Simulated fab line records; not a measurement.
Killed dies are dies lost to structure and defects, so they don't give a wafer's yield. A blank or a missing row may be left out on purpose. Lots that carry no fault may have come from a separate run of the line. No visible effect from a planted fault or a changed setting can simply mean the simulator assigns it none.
The tool behind it: which one? -- flow gf180mcu -- 18 wafers from 6 lots sampled at 2 of the route's 602 steps

## WHAT THE GAUGES READ, wafer by wafer
GF_M4_THK_MEAS_06: measures by xrf.
lot,measured,on,M4_ALCU_THK (nm)
L885,day 23 05:33,filmMetro-03,447 450 445
L890,day 25 07:12,filmMetro-04,448 447 449
L893,day 26 03:40,filmMetro-04,449 446 445
L896,day 27 07:18,filmMetro-01,447 452 450
L900,day 28 03:39,filmMetro-03,449 450 444
L905,day 29 15:26,filmMetro-04,447 448 446

## WHICH TOOL RAN EACH LOT (tool, then ch and the chambers of the sampled wafers, then the start)
lot,GF_M4_SPUTTER_04
L885,"pvdSputter-04, day 23 05:22"
L890,"pvdSputter-01, day 25 07:02"
L893,"pvdSputter-01, day 26 03:29"
L896,"pvdSputter-01, day 27 07:08"
L900,"pvdSputter-04, day 28 03:29"
L905,"pvdSputter-04, day 29 15:16"
- GF_M4_SPUTTER_04: material TiN, target thk 50 nm, time 41.7 s.

## THE ANSWER, worked out from the rows above alone
Rule: the lots themselves supply what counts as usual. The widest of any qualifying gaps counts: lots, ordered by their means at a reading, are off when they make up no more than a third of the lots, leave a main group of 4 or more, and stand apart from it by 3 or more times the standard deviation of that group's means. A main group whose means are all the same, to the digits that the tables above print for the reading, isn't used. Also off: a lot with no number at a reading for which 4 or more lots have one. Where the step has rows for the other lots, those lots are counted as sound.
Off: at GF_M4_THK_MEAS_06 (M4_ALCU_THK), L896. For the main group the mean is 447 nm and the standard deviation 0.47.
A tool fits if, at a process step before that reading, it ran every lot that is off, and no sound lot after the first of them. Those tools and the gauges at GF_M4_THK_MEAS_06 are tried in the same way. 2 tools fit, pvdSputter-01 at GF_M4_SPUTTER_04 and filmMetro-01 at GF_M4_THK_MEAS_06, so this cannot tell which one it is.

## WHAT THE SIMULATOR HAD PUT IN
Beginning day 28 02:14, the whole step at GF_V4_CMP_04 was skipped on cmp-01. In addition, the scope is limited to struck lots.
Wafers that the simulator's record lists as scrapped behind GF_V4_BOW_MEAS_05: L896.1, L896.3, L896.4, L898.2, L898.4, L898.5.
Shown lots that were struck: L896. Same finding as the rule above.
